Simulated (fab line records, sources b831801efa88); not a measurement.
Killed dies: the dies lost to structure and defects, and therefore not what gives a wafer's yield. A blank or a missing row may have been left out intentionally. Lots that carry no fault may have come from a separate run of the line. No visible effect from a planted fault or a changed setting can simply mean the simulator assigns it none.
One fault seen from 2 desks | flow gf180mcu | only its own numbers are on each desk; what lay behind them is given at the end

== TOOL OWNER'S DESK, cmp-01 ==
The tool's own readings at GF_V1_CMP_26 (polishes, stops on SiO2, t overpolish 15 s, target thk 0 nm): means of the sampled wafers that have a number, for each lot that ran on this tool. If a lot's mean is further than 4 standard deviations from the usual mean, the lot is out of limits and carries the mark OUT (the distance appears in the brackets).
Columns: A = motorCurrentA at GF_V1_CMP_26, usual 10.9 A; B = overpolishRunS at GF_V1_CMP_26, usual 14.999 s; C = timeToEndpointS at GF_V1_CMP_26, usual 86 s
lot  | first seen here | A    | B                        | C
L751 | day 18 01:43    | 11.7 | 14.987                   | 84
L753 | day 18 21:03    | 10.7 | 15.001                   | 84
L758 | day 20 19:26    | 11.3 | 14.995                   | 86
L759 | day 21 12:18    | 11.1 | 14.993                   | 91
L761 | day 22 01:29    | 10.8 | 15.010                   | 84
L763 | day 22 17:29    | 11.2 | 15.001                   | 87
L764 | day 23 08:09    | 11.0 | 14.994                   | 88
L765 | day 23 11:07    | 11.0 | 23.048 (+99 or more) OUT | 86
L767 | day 24 04:37    | 10.9 | 23.059 (+99 or more) OUT | 89
L768 | day 24 07:52    | 10.7 | 23.052 (+99 or more) OUT | 82
This desk's finding: out of limits on L765, L767, L768; first on L765, day 23 11:07 (overpolishRunS at GF_V1_CMP_26). L751, L753, L758, L759, L761, L763, L764 stayed within limits.

== METROLOGY DESK ==
Means of the sampled wafers that have a number, per lot and without regard to the tool the lot ran on: this is what the gauges read. If a lot's mean is further than 4 standard deviations from the usual mean, the lot is out of limits and carries the mark OUT (the distance appears in the brackets).
Columns: A = V1_OVL at GF_V1_OVL_MEAS_15, usual -5 nm; B = M2_OVL at GF_M2_OVL_MEAS_15, usual 4 nm
lot  | first seen here | A   | B
L751 | day 18 00:37    | -0  | -4
L753 | day 18 19:58    | -8  | 3
L755 | day 19 19:34    | -11 | 8
L758 | day 20 18:20    | -11 | 7
L759 | day 21 11:06    | -3  | -0
L760 | day 21 15:13    | -3  | -1
L761 | day 22 00:22    | 1   | 8
L763 | day 22 16:02    | -2  | 12
L764 | day 23 07:01    | -3  | 9
L765 | day 23 10:01    | -5  | 7
L766 | day 23 18:43    | -5  | 7
L767 | day 24 03:31    | -4  | -3
L768 | day 24 06:40    | -4  | 11
L773 | day 25 18:24    | -1  | 14
This desk found nothing out of limits on any of the 14 lots.

== PUT TOGETHER ==
At day 23 11:07, on L765, L767, L768, the tool owner's desk was in a position to raise an alarm.
The metrology desk saw nothing out of limits.
The metrology desk has L765, L767, L768 on record, within its limits.
Of the lots named, all ran GF_V1_CMP_26 on cmp-01.

== WHAT WAS PUT IN BY THE SIMULATOR ==
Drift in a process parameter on cmp-01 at GF_V1_CMP_26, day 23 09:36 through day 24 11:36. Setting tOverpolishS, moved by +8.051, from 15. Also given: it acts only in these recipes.
Shown lots that were struck: L765, L767, L768.
Hours from the fault's start to each desk's first reading out of limits: the tool owner's desk, 2.
